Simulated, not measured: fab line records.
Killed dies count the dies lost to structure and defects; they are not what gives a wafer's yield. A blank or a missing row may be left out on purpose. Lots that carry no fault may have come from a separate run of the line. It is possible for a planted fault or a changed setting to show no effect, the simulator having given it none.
Chamber matching | flow sky130 | 4 sister chambers for SKY_FIELD_ISO_CMP_27 on cmp-01
The step polishes, stops on Si3N4, t overpolish 16 s, target thk 457.8 nm. 16 wafers are shown with their chamber, then 8 later ones without.

WAFERS, EACH WITH ITS CHAMBER
wafer  | chamber | time_to_endpoint_s (s) | motor_current_A (A) | edge_zone_pressure_frac
L601.1 | 0       | 116                    | 13.3                | 1.005
L601.3 | 2       | 111                    | 12.6                | 1.006
L601.5 | 1       | 106                    | 11.7                | 1.000
L602.1 | 2       | 109                    | 12.8                | 0.991
L602.5 | 2       | 111                    | 12.2                | 0.993
L602.6 | 3       | 121                    | 13.7                | 1.007
L603.2 | 0       | 117                    | 12.2                | 1.010
L603.4 | 2       | 111                    | 11.9                | 0.995
L603.6 | 0       | 116                    | 12.9                | 1.005
L604.1 | 0       | 111                    | 12.3                | 1.004
L604.2 | 2       | 107                    | 12.4                | 0.996
L604.4 | 3       | 121                    | 13.3                | 1.007
L615.1 | 3       | 122                    | 13.9                | 0.999
L615.3 | 2       | 105                    | 12.5                | 0.992
L615.4 | 0       | 115                    | 12.8                | 1.002
L617.1 | 3       | 120                    | 13.9                | 0.997

SIGNATURES (means of the wafers above)
reading                 | chamber 0 | chamber 1 | chamber 2 | chamber 3 | scatter within a chamber
time_to_endpoint_s      | 115.00    | 106.00    | 109.00    | 121.00    | 2.16
motor_current_A         | 12.700    | 11.700    | 12.400    | 13.700    | 0.361
edge_zone_pressure_frac | 1.00520   | 1.00000   | 0.99550   | 1.00250   | 0.00472
Rule: for each reading, subtract the chamber's mean from the wafer's reading, divide by that reading's scatter and square the result; add these up over the readings and take the root, which gives the wafer's distance from the chamber. The wafer belongs to the nearest chamber; if the next one is less than 2 further off, it can't be placed. The scatter: the root of (the sum of the squares of (reading less its chamber's mean) over the shown wafers, divided by (wafers less chambers)).

WAFERS WITH NO CHAMBER GIVEN
wafer  | time_to_endpoint_s (s) | motor_current_A (A) | edge_zone_pressure_frac
L617.2 | 119                    | 12.6                | 1.008
L617.4 | 113                    | 12.8                | 0.995
L620.2 | 119                    | 14.4                | 1.000
L620.4 | 103                    | 11.3                | 1.008
L620.5 | 108                    | 12.3                | 0.990
L621.1 | 108                    | 12.2                | 1.004
L621.3 | 103                    | 11.5                | 1.004
L621.4 | 113                    | 14.3                | 0.996

EACH ONE'S CHAMBER
wafer  | from the rows above          | in truth
L617.2 | can't be placed: 0 or 3      | 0
L617.4 | can't be placed: 2 or 0      | 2
L620.2 | 3                            | 3
L620.4 | 1                            | 1
L620.5 | can't be placed: 2 or 1      | 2
L621.1 | can't be placed: 1 or 2 or 0 | 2
L621.3 | 1                            | 1
L621.4 | can't be placed: 3 or 0 or 2 | 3
Correct placement for 3 of the 8. These rows do not allow placing 5 (true chamber among the candidates in 5). Number placed wrongly: 0.
